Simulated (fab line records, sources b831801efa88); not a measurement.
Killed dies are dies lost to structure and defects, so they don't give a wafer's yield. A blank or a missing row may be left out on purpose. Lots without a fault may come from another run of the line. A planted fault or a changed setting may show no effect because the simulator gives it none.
Which tool did it? | flow sky130 | 6 lots, 18 wafers sampled, at 4 steps of a route of 708

WHAT THE GAUGES READ, wafer by wafer
SKY_VT_ADJUST_LVTN_TW_MEAS_10.
lot  | measured     | on            | VT_ADJUST_LVTN_TW
L624 | day 7 02:27  | film_metro-01 | 240.3 240.8 241.5
L627 | day 8 01:11  | film_metro-03 | 240.6 241.1 240.8
L629 | day 8 13:48  | film_metro-01 | 241.7 240.7 240.8
L634 | day 10 01:50 | film_metro-04 | 261.2 260.6 259.8 259.1 260.6 260.1
L636 | day 10 17:26 | film_metro-01 | 259.5 260.7 258.6 259.6 259.4 261.5
L646 | day 13 03:27 | film_metro-04 | 242.4 242.1 243.2

WHICH TOOL RAN EACH LOT (tool, then ch and the chambers of the sampled wafers, then the start)
lot  | SKY_NWELL_STRIP_14                   | SKY_NWELL_RTA_28                 | SKY_VT_ADJUST_LVTN_IMPLANT_08
L624 | plasma_asher-01 ch 0,1, day 4 19:26  | rtp_anneal-01 ch 0, day 5 12:53  | implanter-01 ch 0, day 7 02:13
L627 | plasma_asher-03 ch 0,1, day 5 14:05  | rtp_anneal-01 ch 0, day 6 08:44  | implanter-02 ch 0, day 8 00:56
L629 | plasma_asher-01 ch 0,1, day 6 01:02  | rtp_anneal-02 ch 0, day 6 20:32  | implanter-03 ch 0, day 8 13:33
L634 | plasma_asher-01 ch 0,1, day 7 09:17  | rtp_anneal-01 ch 0, day 8 05:42  | implanter-03 ch 0, day 10 01:35
L636 | plasma_asher-03 ch 0,1, day 7 23:50  | rtp_anneal-02 ch 0, day 8 21:05  | implanter-03 ch 0, day 10 17:11
L646 | plasma_asher-03 ch 0,1, day 10 04:27 | rtp_anneal-02 ch 0, day 11 02:41 | implanter-01 ch 0, day 13 03:12
- SKY_NWELL_STRIP_14: strips in O2/N2.
- SKY_NWELL_RTA_28: time 30 s.
- SKY_VT_ADJUST_LVTN_IMPLANT_08

THE ANSWER, worked out from the rows above alone
Rule: what is usual is taken from the lots themselves. Put in order of their means at a reading, lots are off if they are a third of the lots or fewer, leave a main group of 4 or more, and stand apart from it by a gap of 3 or more times the standard deviation of the main group's means; of several such gaps the widest counts. A main group whose means are all the same, to the digits that the tables above print for the reading, isn't used. A lot without any number at a reading at which 4 lots or more have one is off too. The other lots that the step has rows for count as sound.
Off: L634, L636, at SKY_VT_ADJUST_LVTN_TW_MEAS_10 (VT_ADJUST_LVTN_TW). The main group: mean 241.3, standard deviation 0.72.
A tool fits if, at a process step before that reading, it ran every lot that is off, and no sound lot after the first of them. The gauges at SKY_VT_ADJUST_LVTN_TW_MEAS_10 are tried like those tools. One fits: implanter-03 at SKY_VT_ADJUST_LVTN_IMPLANT_08. Its last sound lot is L629 (day 8 13:33), its first lot that is off L634 (day 10 01:35): a fault that began between those two fits.

WHAT THE SIMULATOR HAD PUT IN
Process parameter drift: implanter-03, from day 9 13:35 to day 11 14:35, at SKY_VT_ADJUST_LVTN_IMPLANT_08. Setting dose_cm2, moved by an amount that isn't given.
Lots struck among those shown: L634, L636. The rule above found the same.
